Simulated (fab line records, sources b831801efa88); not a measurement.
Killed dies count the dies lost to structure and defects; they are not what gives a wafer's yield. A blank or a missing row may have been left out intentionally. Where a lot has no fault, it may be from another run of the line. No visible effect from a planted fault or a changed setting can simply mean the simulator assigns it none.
fab line records	flow gf180mcu
record lots=11	wafers=33	last_day=34
route steps=602 shown MVSD@74 VT_IMPLANT@99 POLY_GATE@169
lots that met no fault: from a run of the same line without faults
start_h: start of the lot's first displayed wafer, in hours after the record's first day	wait_h: hours since the lot's step before	" identical to the entry in the row above	L1.1+2: one row covering several wafers at once	- no value present, or no start provided	* or withheld: withheld	< > ~ a bound
route shown NAME@n: a module of which the file shows steps, and the number in the route of the first	usual: mean/standard deviation taken from wafers without a fault	same: alike in all rows	chamber/n: place in a boat	sites: the reading at each site	_std_site: standard deviation of those values	_edge_site: mean of outer sites minus mean of inner sites	radius_mm: for every site, how far away it sits from the centre of the wafer	mask NAME#n: copy n	behind: the most recent tool/chamber to have shaped the wafer	hold: reason for holding the lot/hours on hold/outcome of the hold	device: the transistor (n, p or np) that didn't switch	end of line: the route-end tests of the same wafers	where a step has no rows: the recipe by itself	killed: dies that structure and defects cost at the first sort, which is not the same as the wafer's yield	map: shows each die of a wafer: x if killed, . if not, _ if none is there
set.NAME: setting as actually run; set.NAME@STEP: the setting as run at that earlier step	model.NAME: the simulator's own value behind a step, which no gauge read
the route's steps for a sample of lots (tables are steps, rows are wafers)
services: a tool's chamber out of use, with start hour (start_h, from the record's first day; less than 0 if before it), hours out, and reason
## steps
# step GF_MVSD_IMPLANT_08
# recipe species=P	energy_kev=400	dose_cm2=1.628e+13	tilt_deg=0
# usual beam_energy_keV=399.98/0.12	beam_on_s=10.00/0.19	end_station_pressure_torr=5.05e-06/2.7e-07	faraday_current_uA=91.8/1.7
lot.wafer	tool	chamber	start_h	wait_h	beam_energy_keV	beam_on_s	end_station_pressure_torr	faraday_current_uA
L430.1	implanter-01	0	89.25	0.0	399.90	9.87	4.89e-06	93.1
L430.4	"	0	"	"	399.78	10.11	4.66e-06	90.5
L430.5	"	0	"	"	400.03	9.96	5.08e-06	92.2
L432.1	implanter-01	0	98.61	0.0	399.94	10.18	5.18e-06	90.0
L432.5	"	0	"	"	399.96	10.09	5.02e-06	91.0
L432.6	"	0	"	"	400.07	10.33	5.52e-06	89.3
L433.3	implanter-02	0	105.61	0.1	400.10	10.03	4.93e-06	91.4
L433.5	"	0	"	"	400.13	9.79	4.47e-06	93.7
L433.6	"	0	"	"	400.26	10.25	5.3e-06	89.8
L435.2	implanter-02	0	117.94	0.0	400.09	10.09	5.51e-06	90.6
L435.4	"	0	"	"	399.97	9.65	5.06e-06	94.9
L435.5	"	0	"	"	399.98	10.05	4.67e-06	91.3
L437.3	implanter-01	0	129.10	0.1	400.19	9.99	4.94e-06	92.0
L437.4	"	0	"	"	400.03	10.04	4.99e-06	91.2
L437.6	"	0	"	"	400.23	9.77	5.18e-06	94.0
L439.3	implanter-01	0	142.27	0.1	399.98	10.27	5.1e-06	89.7
L439.5	"	0	"	"	400.13	10.13	5.24e-06	90.7
L439.6	"	0	"	"	400.02	9.78	4.87e-06	93.4
L442.1	implanter-01	0	157.42	0.0	400.15	9.93	4.92e-06	92.3
L442.3	"	0	"	"	399.93	10.03	4.99e-06	91.7
L442.6	"	0	"	"	399.92	10.05	4.67e-06	92.1
L448.1	implanter-01	0	192.90	0.0	400.05	11.89	9.956e-05	77.9
L448.2	"	0	"	"	400.11	11.81	9.681e-05	78.8
L448.6	"	0	"	"	400.15	12.28	0.00010324	75.5
L449.2	implanter-01	0	196.69	0.0	399.98	12.10	9.303e-05	76.6
L449.3	"	0	"	"	399.99	12.37	0.00010569	74.6
L449.4	"	0	"	"	399.90	12.23	0.00010114	76.1
L451.3	implanter-04	0	209.46	0.1	399.77	10.18	5.08e-06	90.0
L451.4	"	0	"	"	399.88	9.72	4.79e-06	94.8
L451.6	"	0	"	"	399.78	10.20	4.81e-06	90.5
L452.2	implanter-02	0	216.39	0.0	400.15	10.29	4.68e-06	89.0
L452.3	"	0	"	"	400.01	10.04	4.83e-06	91.0
L452.6	"	0	"	"	400.03	10.09	5.19e-06	90.9
# step GF_MVSD_TW_MEAS_11
# usual MVSD_TW=1592/13
lot.wafer	tool	chamber	start_h	wait_h	hold	MVSD_TW
L430.1	film_metro-02	-	89.65	0.1	-	1612
L430.4	"	-	"	"	-	1617
L430.5	"	-	"	"	-	1609
L432.1	film_metro-01	-	99.01	0.1	-	1565
L432.5	"	-	"	"	-	1566
L432.6	"	-	"	"	-	1570
L433.3	film_metro-04	-	105.98	0.1	-	1596
L433.5	"	-	"	"	-	1595
L433.6	"	-	"	"	-	1595
L435.2	film_metro-01	-	118.33	0.1	-	1573
L435.4	"	-	"	"	-	1572
L435.5	"	-	"	"	-	1574
L437.3	film_metro-04	-	129.47	0.1	-	1580
L437.4	"	-	"	"	-	1587
L437.6	"	-	"	"	-	1584
L439.3	film_metro-04	-	142.64	0.1	-	1588
L439.5	"	-	"	"	-	1588
L439.6	"	-	"	"	-	1588
L442.1	film_metro-02	-	157.82	0.1	-	1603
L442.3	"	-	"	"	-	1605
L442.6	"	-	"	"	-	1598
L448.1	film_metro-01	-	193.30	0.1	await_dispo/0.2h/release	1677
L448.2	"	-	"	"	await_dispo/0.2h/release	1673
L448.6	"	-	"	"	await_dispo/0.2h/release	1681
L448.1	film_metro-01	-	193.60	0.3	-	1675
L448.2	"	-	"	"	-	1664
L448.6	"	-	"	"	-	1667
L449.2	film_metro-02	-	197.08	0.1	await_dispo/0.2h/release	1682
L449.3	"	-	"	"	await_dispo/0.2h/release	1684
L449.4	"	-	"	"	await_dispo/0.2h/release	1672
L449.2	film_metro-02	-	197.35	0.3	-	1682
L449.3	"	-	"	"	-	1677
L449.4	"	-	"	"	-	1680
L451.3	film_metro-02	-	212.24	0.1	-	1594
L451.4	"	-	"	"	-	1597
L451.6	"	-	"	"	-	1593
L452.2	film_metro-04	-	216.77	0.1	-	1594
L452.3	"	-	"	"	-	1592
L452.6	"	-	"	"	-	1591
# step GF_VT_IMPLANT_STRIP_09
# recipe chemistry=O2/N2	power_w=1400	pressure_mtorr=1500	platen_temp_c=250	o2_flow_sccm=3000	n2_flow_sccm=300	overash_fraction=0.5
# usual drypump_motor_current_A=5.6/0.41	heater_power_w=314/17	oes_product_au=0.715/0.0051	strip_time_to_endpoint_s=12.65/0.038
lot.wafer	tool	chamber	start_h	wait_h	drypump_motor_current_A	heater_power_w	oes_product_au	rf_hours_counter_h	strip_time_to_endpoint_s
L430.1	plasma_asher-04	0	118.37	0.1	5.6	319	0.710	48	12.63
L430.4	"	1	"	"	5.0	338	0.715	-	12.65
L430.5	"	0	"	"	5.6	310	0.711	-	12.65
L432.1	plasma_asher-01	0	128.32	0.1	6.4	295	0.723	2	12.62
L432.5	"	0	"	"	6.4	298	0.710	-	12.61
L432.6	"	1	"	"	6.0	337	0.708	-	12.64
L433.3	plasma_asher-04	0	136.35	0.1	5.6	313	0.709	-	12.66
L433.5	"	1	"	"	5.1	328	0.719	-	12.66
L433.6	"	0	"	"	5.6	309	0.715	-	12.69
L435.2	plasma_asher-02	0	148.00	0.1	5.6	305	0.724	47	12.62
L435.4	"	1	"	"	5.6	310	0.715	-	12.66
L435.5	"	1	"	"	5.6	307	0.720	-	12.60
L437.3	plasma_asher-04	1	161.04	0.1	5.0	326	0.716	-	12.68
L437.4	"	0	"	"	5.6	299	0.721	-	12.64
L437.6	"	1	"	"	5.0	338	0.716	-	12.69
L439.3	plasma_asher-04	0	174.14	0.1	5.6	307	0.712	-	12.71
L439.5	"	1	"	"	5.1	326	0.722	-	12.71
L439.6	"	0	"	"	5.6	300	0.722	-	12.65
L442.1	plasma_asher-02	0	190.77	0.1	5.6	304	0.714	51	12.65
L442.3	"	1	"	"	5.6	305	0.709	-	12.65
L442.6	"	0	"	"	5.6	306	0.710	-	12.64
L448.1	plasma_asher-04	0	227.61	0.1	5.6	312	0.717	60	12.69
L448.2	"	1	"	"	5.0	333	0.719	60	12.70
L448.6	"	0	"	"	5.6	307	0.704	-	12.73
L449.2	plasma_asher-02	1	233.45	0.1	5.6	305	0.714	55	12.67
L449.3	"	0	"	"	5.6	303	0.714	-	12.67
L449.4	"	1	"	"	5.6	309	0.719	-	12.65
L451.3	plasma_asher-02	0	248.70	0.1	5.6	310	0.715	-	12.68
L451.4	"	1	"	"	5.6	304	0.721	-	12.65
L451.6	"	0	"	"	5.6	300	0.720	-	12.65
L452.2	plasma_asher-02	1	253.61	0.1	5.6	308	0.714	57	12.70
L452.3	"	1	"	"	5.6	306	0.715	-	12.63
L452.6	"	0	"	"	5.6	305	0.714	-	12.72
# step GF_VT_IMPLANT_RS_MEAS_46
# recipe thk_meas_gauge=four-point-probe
# usual MVSD_RS=452.5/1.2
lot.wafer	tool	chamber	start_h	wait_h	hold	MVSD_RS[ohm/sq]
L430.1	film_metro-02	-	164.11	0.1	-	451.7
L430.4	"	-	"	"	-	451.6
L430.5	"	-	"	"	-	450.9
L432.1	film_metro-02	-	177.02	0.1	-	453.1
L432.5	"	-	"	"	-	452.4
L432.6	"	-	"	"	-	452.7
L433.3	film_metro-01	-	184.11	0.1	-	454.2
L433.5	"	-	"	"	-	453.9
L433.6	"	-	"	"	-	453.8
L435.2	film_metro-04	-	197.84	0.1	-	452.2
L435.4	"	-	"	"	-	452.8
L435.5	"	-	"	"	-	453.7
L437.3	film_metro-01	-	211.00	0.1	-	452.5
L437.4	"	-	"	"	-	451.5
L437.6	"	-	"	"	-	452.6
L439.3	film_metro-01	-	225.95	0.1	-	451.4
L439.5	"	-	"	"	-	451.4
L439.6	"	-	"	"	-	450.6
L442.1	film_metro-01	-	243.97	0.1	-	452.2
L442.3	"	-	"	"	-	453.8
L442.6	"	-	"	"	-	453.9
L448.1	film_metro-04	-	284.17	0.1	await_dispo/0.2h/release	409.3
L448.2	"	-	"	"	await_dispo/0.2h/release	408.4
L448.6	"	-	"	"	await_dispo/0.2h/release	408.9
L448.1	film_metro-04	-	284.53	0.3	-	409.3
L448.2	"	-	"	"	-	409.4
L448.6	"	-	"	"	-	409.2
L449.2	film_metro-02	-	291.19	0.1	await_dispo/0.2h/release	411.4
L449.3	"	-	"	"	await_dispo/0.2h/release	410.1
L449.4	"	-	"	"	await_dispo/0.2h/release	410.4
L449.2	film_metro-02	-	291.55	0.3	-	410.4
L449.3	"	-	"	"	-	410.9
L449.4	"	-	"	"	-	410.7
L451.3	film_metro-01	-	307.86	0.1	-	451.2
L451.4	"	-	"	"	-	452.0
L451.6	"	-	"	"	-	451.7
L452.2	film_metro-04	-	313.10	0.1	-	450.9
L452.3	"	-	"	"	-	451.7
L452.6	"	-	"	"	-	452.6
# step GF_POLY_GATE_ETCH_12
# recipe chemistry=N2/H2	target_depth_a=withheld	overetch_a=withheld	time_s=withheld	target=BARC	ion_energy_ev=200	source_w=500	bias_w=100	pressure_mtorr=30	n2_flow_sccm=100	h2_flow_sccm=200
# usual bias_w=100.01/0.27	drypump_motor_current_A=5.6/0.32	oes_product_au=0.735/0.0045	throttle_valve_pct=13.214/0.0086
lot.wafer	tool	chamber	start_h	wait_h	bias_w	drypump_motor_current_A	oes_product_au	throttle_valve_pct
L430.1	rie_diel-04	0	204.22	0.0	99.21	5.4	0.727	13.208
L430.4	"	1	"	"	100.25	5.8	0.738	13.213
L430.5	"	2	"	"	100.12	5.1	0.743	13.219
L432.1	rie_diel-04	1	218.38	0.0	100.29	5.8	0.734	13.220
L432.5	"	3	"	"	100.31	5.1	0.735	13.217
L432.6	"	2	"	"	100.33	5.1	0.737	13.206
L433.3	rie_diel-03	1	224.32	0.0	100.12	5.1	0.728	13.221
L433.5	"	1	"	"	100.11	5.1	0.731	13.216
L433.6	"	2	"	"	99.83	6.0	0.725	13.210
L435.2	rie_diel-03	0	238.87	0.0	99.81	5.6	0.738	13.224
L435.4	"	3	"	"	100.01	5.9	0.742	13.215
L435.5	"	2	"	"	100.11	6.0	0.737	13.207
L437.3	rie_diel-01	2	253.27	0.0	99.83	6.0	0.732	13.215
L437.4	"	3	"	"	100.26	5.8	0.732	13.209
L437.6	"	0	"	"	100.24	5.6	0.736	13.212
L439.3	rie_diel-03	3	270.22	0.0	99.96	6.0	0.741	13.211
L439.5	"	3	"	"	100.01	5.9	0.742	13.195
L439.6	"	2	"	"	100.00	6.0	0.725	13.207
L442.1	rie_diel-04	0	290.23	0.0	100.01	5.3	0.737	13.216
L442.3	"	3	"	"	100.00	5.1	0.732	13.207
L442.6	"	1	"	"	100.05	5.8	0.739	13.207
L448.1	rie_diel-01	0	330.62	0.0	100.37	5.6	0.734	13.209
L448.2	"	1	"	"	100.17	5.6	0.732	13.210
L448.6	"	0	"	"	99.87	5.6	0.737	13.215
L449.2	rie_diel-03	2	338.58	0.0	100.23	5.9	0.737	13.216
L449.3	"	1	"	"	99.83	5.1	0.739	13.224
L449.4	"	0	"	"	100.23	5.5	0.735	13.221
L451.3	rie_diel-03	3	356.12	0.0	100.12	6.0	0.733	13.213
L451.4	"	0	"	"	99.77	5.6	0.744	13.211
L451.6	"	3	"	"	99.91	6.0	0.738	13.225
L452.2	rie_diel-03	3	363.82	0.0	100.06	5.9	0.734	13.209
L452.3	"	0	"	"	99.79	5.5	0.743	13.209
L452.6	"	1	"	"	100.19	5.1	0.741	13.222
# step GF_POLY_GATE_STRIP_14
# recipe chemistry=O2/N2	power_w=1400	pressure_mtorr=1500	platen_temp_c=250	o2_flow_sccm=3000	n2_flow_sccm=300	overash_fraction=0.5
# usual drypump_motor_current_A=6.12/0.25	heater_power_w=318/26	oes_product_au=0.505/0.0047
lot.wafer	tool	chamber	start_h	wait_h	drypump_motor_current_A	heater_power_w	oes_product_au	rf_hours_counter_h
L430.1	plasma_asher-03	0	204.33	0.0	6.27	293	0.503	44
L430.4	"	1	"	"	6.04	352	0.507	-
L430.5	"	0	"	"	6.33	298	0.510	-
L432.1	plasma_asher-03	1	218.49	0.0	6.04	346	0.512	45
L432.5	"	0	"	"	6.32	294	0.501	-
L432.6	"	1	"	"	6.03	341	0.499	-
L433.3	plasma_asher-02	0	224.46	0.1	5.63	301	0.502	-
L433.5	"	1	"	"	5.59	303	0.494	-
L433.6	"	0	"	"	5.63	302	0.501	-
L435.2	plasma_asher-02	1	238.98	0.0	5.61	310	0.506	56
L435.4	"	1	"	"	5.61	298	0.508	-
L435.5	"	1	"	"	5.61	302	0.503	-
L437.3	plasma_asher-01	0	253.41	0.1	6.42	289	0.509	-
L437.4	"	1	"	"	6.00	349	0.502	-
L437.6	"	1	"	"	6.01	351	0.505	-
L439.3	plasma_asher-01	0	270.36	0.1	6.37	290	0.508	-
L439.5	"	0	"	"	6.41	291	0.510	-
L439.6	"	1	"	"	6.03	347	0.503	-
L442.1	plasma_asher-03	0	290.34	0.0	6.34	294	0.507	52
L442.3	"	1	"	"	6.04	350	0.502	-
L442.6	"	1	"	"	6.05	347	0.510	-
L448.1	plasma_asher-01	1	330.73	0.0	6.02	350	0.502	24
L448.2	"	0	"	"	6.46	293	0.503	24
L448.6	"	1	"	"	6.04	349	0.502	-
L449.2	plasma_asher-03	0	338.69	0.0	6.32	301	0.500	57
L449.3	"	1	"	"	6.08	344	0.500	-
L449.4	"	0	"	"	6.32	292	0.499	-
L451.3	plasma_asher-01	0	356.26	0.1	6.37	298	0.502	-
L451.4	"	1	"	"	6.00	344	0.511	-
L451.6	"	1	"	"	6.02	344	0.509	-
L452.2	plasma_asher-03	0	363.93	0.0	6.28	295	0.504	60
L452.3	"	1	"	"	6.08	339	0.500	-
L452.6	"	0	"	"	6.29	302	0.503	-
## services
tool	chamber	start_h	hours	kind
plasma_asher-02	-	78.22	2.8	pm
rie_diel-01	0	84.03	8.7	repair
implanter-02	-	102.81	0.7	repair
plasma_asher-01	-	108.75	9.0	pm
plasma_asher-02	-	122.41	12.1	repair
implanter-01	-	123.98	4.3	pm
plasma_asher-02	-	134.46	12.2	pm
implanter-02	-	139.28	5.8	repair
rie_diel-03	2	143.87	3.7	repair
rie_diel-03	2	151.41	4.6	repair
implanter-02	-	152.56	3.5	repair
implanter-02	-	180.10	3.4	repair
implanter-02	-	185.90	4.9	repair
rie_diel-03	3	189.04	3.9	repair
implanter-01	-	189.80	3.0	repair
implanter-01	-	193.84	2.8	repair
plasma_asher-03	-	197.16	1.6	repair
rie_diel-04	3	201.48	6.8	repair
rie_diel-04	1	210.78	7.6	repair
rie_diel-04	-	231.93	2.1	repair
implanter-02	-	255.48	1.2	repair
rie_diel-04	1	303.86	7.0	repair
plasma_asher-04	-	337.90	2.8	pm
rie_diel-03	2	351.00	6.6	repair
## key
first_sign step=GF_MVSD_IMPLANT_08	reading=end_station_pressure_torr	direction=up	sigmas=99+	usual=5.05e-06	struck=9.991e-05
effect step=GF_MVSD_IMPLANT_08	reading=beam_on_s	direction=up	sigmas=11	usual=10.00	struck=12.11
effect step=GF_MVSD_TW_MEAS_11	reading=visit	direction=added
effect step=GF_MVSD_TW_MEAS_11	reading=MVSD_TW	direction=up	sigmas=6.4	usual=1592	struck=1678
effect step=GF_VT_IMPLANT_RS_MEAS_46	reading=MVSD_RS	direction=down	sigmas=37	usual=452.5	struck=409.7
met_at GF_MVSD_IMPLANT_08
struck_lots L448,L449
rows_end L449.3
tester_left_out L448,L449
not_acting_at GF_VT_IMPLANT_STRIP_09,GF_POLY_GATE_ETCH_12,GF_POLY_GATE_STRIP_14
onset_between 157.42 192.90
fault kind=process_parameter_drift	tool=implanter-01	chamber=-	onset_h=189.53	steps=GF_MVSD_IMPLANT_08	channel=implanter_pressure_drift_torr	offset=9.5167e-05	shape=step	end_h=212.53
fault kind=process_parameter_drift	tool=implanter-01	chamber=-	onset_h=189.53	steps=GF_MVSD_IMPLANT_08	channel=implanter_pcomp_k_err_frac	offset=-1	shape=step	end_h=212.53
# tester_left_out: of these lots the tester's yield and bins aren't shown, on N5 and GAA mostly nor the transistor test; their killed dies are dies lost to structure and defects alone, not to doping, threshold or leakage, so they don't give the yield
# rows_end: these wafers met a further fault down the route, and their rows from its step on are left out
